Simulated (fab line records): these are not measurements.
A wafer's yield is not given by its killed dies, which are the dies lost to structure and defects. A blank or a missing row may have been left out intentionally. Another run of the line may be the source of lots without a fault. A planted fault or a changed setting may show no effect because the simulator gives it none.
Matching of chambers -- flow sky130 -- SKY_VIA3_CMP_02 on cmp-01 has 4 sister chambers
The step polishes SiO2. 24 wafers are shown with their chamber, then 12 later ones without.

WAFERS PAIRED WITH THEIR CHAMBERS
wafer,chamber,motorCurrentA (A),headPressurePsi (psi)
L074.1,3,12.9,3.989
L074.2,1,11.6,3.987
L074.6,3,12.7,3.988
L076.2,3,12.2,4.002
L076.3,0,9.8,3.994
L076.4,1,11.5,3.999
L077.2,2,13.6,4.002
L077.4,3,12.1,4.001
L077.5,1,10.7,4.002
L078.1,0,10.3,4.000
L078.3,1,11.4,3.999
L078.5,2,13.6,3.989
L080.1,2,14.2,3.992
L080.3,0,9.8,3.993
L080.6,1,11.1,3.981
L083.1,3,12.3,4.025
L083.2,1,11.7,3.994
L083.6,2,13.0,4.010
L082.2,0,9.7,4.012
L082.4,2,14.1,4.007
L082.5,0,10.7,4.003
L085.1,3,12.5,3.995
L085.4,0,10.0,3.999
L085.5,1,11.4,3.989

SIGNATURES (averages over the wafers above)
reading,chamber 0,chamber 1,chamber 2,chamber 3,scatter within a chamber
motorCurrentA,10.050,11.343,13.700,12.450,0.376
headPressurePsi,4.00017,3.99300,4.00000,4.00000,0.00961
Rule: a wafer's distance from a chamber is the root of the sum, over the readings, of the square of ((its reading less the chamber's mean) divided by the reading's scatter). If the next closest chamber is less than 2 further off than the closest, the wafer can't be placed; otherwise it belongs to the closest. The scatter is the square root of a quotient: the sum, over the shown wafers, of each reading's squared deviation from its chamber's mean, divided by wafers minus chambers.

WAFERS WITH NO CHAMBER GIVEN
wafer,motorCurrentA (A),headPressurePsi (psi)
L088.1,9.8,4.014
L088.2,13.0,3.996
L088.6,10.4,4.003
L091.1,11.5,3.998
L091.2,13.6,4.009
L091.5,11.6,3.991
L093.1,11.0,3.995
L093.2,9.5,4.006
L093.3,12.2,4.001
L097.3,12.2,4.006
L097.4,11.3,3.997
L097.5,10.6,4.007

WHICH CHAMBER EACH WENT THROUGH
wafer,from the rows above,in truth
L088.1,0,0
L088.2,can't be placed: 3 or 2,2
L088.6,can't be placed: 0 or 1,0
L091.1,can't be placed: 1 or 3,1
L091.2,2,2
L091.5,can't be placed: 1 or 3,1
L093.1,can't be placed: 1 or 0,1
L093.2,0,0
L093.3,can't be placed: 3 or 1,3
L097.3,can't be placed: 3 or 1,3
L097.4,1,1
L097.5,can't be placed: 0 or 1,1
Placed correctly: 4 of 12. Unplaceable from these rows: 8, with the true chamber sitting among the candidates in 8. Placed wrongly: 0.
